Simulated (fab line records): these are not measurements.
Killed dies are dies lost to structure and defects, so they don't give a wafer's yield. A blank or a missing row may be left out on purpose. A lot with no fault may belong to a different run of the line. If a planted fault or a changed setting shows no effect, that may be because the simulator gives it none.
Comparing a struck lot with a sound one + flow sky130 + 43 steps out of a route of 708
Sound: the wafers L583.2, L583.5, L583.6. Wafers struck: L598.2, L598.4, L598.6. The cause is named last.
Order at every step that has rows: each side's tool, ch and its chambers, its first start. Under that, the readings that differ: sound wafers + struck wafers + difference of the means + sigmas: that difference in standard deviations of wafers without a fault.
alike: readings with means less than 2 such deviations apart, plus words and numbers identical on both sides. not compared: withheld readings, readings lacking a value on some wafer, bounds such as >300 that could conceal the same value, and numbers that have no deviation in the record and whose values overlap.
Wherever a step has rows on one side only, a row that says differs or no value, or a row with sigmas, the two part there. Numbers that don't overlap but have no deviation are shown without sigmas and don't part them. A reading missing from all wafers of one side parts the sides only when that side holds two or more wafers.

first, 2 steps without rows for these wafers: SKY_METAL4_PEB_11; SKY_METAL4_DEVELOP_12 (develop time 60 s).
SKY_METAL4_CD_MEAS_13 targets a cd of 300 nm.
  sound: cdSem-02 at day 41 18:34; struck: cdSem-01 at day 46 05:43
  alike: cdNm
SKY_METAL4_OVL_MEAS_14:
  sound: overlay-02 at day 41 18:40; struck: overlay-02 at day 46 05:50
  alike: METAL4_OVL
then, 1 step without rows for these wafers: SKY_METAL4_DESCUM_15 (chemistry O2, time 8 s).
SKY_METAL4_ETCH_16: etches BARC in N2/H2, stops on SiO2, time 88.2 s, target depth 60 nm.
  sound on rieMetal-03 ch 0,1, day 41 18:44; struck on rieMetal-03 ch 1, day 46 05:53
  alike: chamberPressureMTorr, drypumpMotorCurrentA, oesProductAu, rfFwdPowerW, throttleValvePct
  not compared: rfHoursCounterH
SKY_METAL4_ETCH_17: etches SiO2 in C4F8/O2/Ar, stops on TiN, time 3.9 s, target depth 15 nm.
  sound on rieDiel-01 ch 2,3, day 41 18:50; struck on rieDiel-01 ch 1,3, day 46 05:59
  alike: chamberPressureMTorr, oesProductAu, rfFwdPowerW
  not compared: rfHoursCounterH
then, 5 steps without rows for these wafers: SKY_METAL4_METAL_ETCH_18 (etches the open film in Cl2/BCl3, stops on SiO2, target depth 845 nm, time 183.1 s); SKY_METAL4_STRIP_19 (strips in O2/N2); SKY_METAL4_STRIP_20 (strips in post etch residue remover, time 1200 s); SKY_METAL4_CLEAN_21 (cleans in IPA, time 180 s); SKY_METAL4_CLEAN_22 (cleans in O3/DIW).
SKY_VIA4_HDPCVD_00: deposits SiO2, target thk 1750 nm, time 282.1 s.
  sound on hdpcvd-01 ch 0,2, day 41 19:50; struck on hdpcvd-02 ch 1,2, day 46 06:47
  alike: susceptorTempC
SKY_VIA4_THK_MEAS_01:
  sound: filmMetro-02 at day 41 20:07; struck: filmMetro-03 at day 46 06:58
  alike: VIA4_HDPCVD_THK
then, 1 step without rows for these wafers: SKY_VIA4_CMP_02 (polishes SiO2).
SKY_VIA4_BOW_MEAS_03:
  sound: filmMetro-02 at day 41 20:29; struck: filmMetro-01 at day 46 08:19
  alike: VIA4_BOW
then, 7 steps without rows for these wafers: SKY_VIA4_DEHYDRATE_04 (time 60 s); SKY_VIA4_HMDS_05 (prime time 60 s); SKY_VIA4_COAT_06 (resist thk 1140 nm); SKY_VIA4_SOFTBAKE_07 (time 60 s); SKY_VIA4_EXPOSE_08 (exposes mask VIM4, target cd 800 nm); SKY_VIA4_PEB_09; SKY_VIA4_DEVELOP_10 (develop time 60 s).
SKY_VIA4_OVL_MEAS_11:
  sound: overlay-02 at day 42 19:46; struck: overlay-01 at day 47 03:39
  alike: VIA4_OVL
then, 5 steps without rows for these wafers: SKY_VIA4_ETCH_12 (etches SiO2 in C4F8/O2/Ar, stops on TiN, target depth 580 nm); SKY_VIA4_STRIP_13 (strips in O2/N2); SKY_VIA4_STRIP_14 (strips in post etch residue remover, time 1200 s); SKY_VIA4_CLEAN_15 (cleans in IPA, time 180 s); SKY_VIA4_CLEAN_16 (cleans in O3/DIW).
SKY_VIA4_SPUTTER_17: material TiN, target thk 20 nm, time 80 s.
  sound: pvdSputter-01 at day 42 20:29; struck: pvdSputter-02 at day 47 04:21
  alike: throttleValvePct
then, 1 step without rows for these wafers: SKY_VIA4_CVD_18 (deposits W, target thk 505 nm, time 152.14 s).
SKY_VIA4_RS_MEAS_19: measurement is done with a four-point probe.
  sound: filmMetro-02 at day 42 20:52; struck: filmMetro-01 at day 47 04:35
| reading            | sound                | struck               | difference | sigmas |
|--------------------|----------------------|----------------------|------------|--------|
| VIA4_W_RS (ohm/sq) | 0.2257 0.2275 0.2267 | 0.2198 0.2208 0.2221 | -0.0057    | -2     |
SKY_VIA4_THK_MEAS_20: measures by xrf.
  sound: filmMetro-02 at day 42 20:58; struck: filmMetro-01 at day 47 04:41
| reading         | sound       | struck      | difference | sigmas |
|-----------------|-------------|-------------|------------|--------|
| VIA4_W_THK (nm) | 506 501 502 | 526 520 515 | +17        | +2     |
then, 2 steps without rows for these wafers: SKY_VIA4_CMP_21 (polishes, stops on SiO2, t overpolish 25 s, target thk 0 nm); SKY_METAL5_SPUTTER_00 (material Ti, target thk 15 nm, time 10 s).
SKY_METAL5_SPUTTER_01: material TiN, target thk 20 nm, time 16.7 s.
  sound: pvdSputter-04 at day 42 21:20; struck: pvdSputter-01 at day 47 05:04
  alike: throttleValvePct
SKY_METAL5_SPUTTER_02: material AlCu, target thk 1150 nm, time 61.2 s.
  sound: pvdSputter-04 at day 42 21:22; struck: pvdSputter-01 at day 47 05:05
  alike: throttleValvePct
then, 2 steps without rows for these wafers: SKY_METAL5_SPUTTER_03 (material Ti, target thk 5 nm, time 3.3 s); SKY_METAL5_SPUTTER_04 (material TiN, target thk 70 nm, time 58.3 s).
SKY_METAL5_RS_MEAS_05: measurement is done with a four-point probe.
  sound: filmMetro-03 at day 42 21:31; struck: filmMetro-03 at day 47 05:14
  alike: METAL5_ALCU_RS
SKY_METAL5_THK_MEAS_06: measures by xrf.
  sound: filmMetro-03 at day 42 21:37; struck: filmMetro-03 at day 47 05:20
  alike: METAL5_ALCU_THK
then, 1 step without rows for these wafers: SKY_METAL5_DEHYDRATE_07 (time 60 s).
-- the record jumps here: 2 days lie between the struck wafers' starts before and after (it left off in module METAL5 and takes up again in module PAD_OPEN, whose first step shown is number 708 of the route) --
SKY_PAD_OPEN_PROBE_99:
  rows exist in the record for the struck wafers here (prober-02, day 49 16:20), but not for the sound ones

WHERE THEY PART
At SKY_VIA4_RS_MEAS_19 first; at SKY_PAD_OPEN_PROBE_99 last (within this record only).

WHY: what had been put in by the simulator
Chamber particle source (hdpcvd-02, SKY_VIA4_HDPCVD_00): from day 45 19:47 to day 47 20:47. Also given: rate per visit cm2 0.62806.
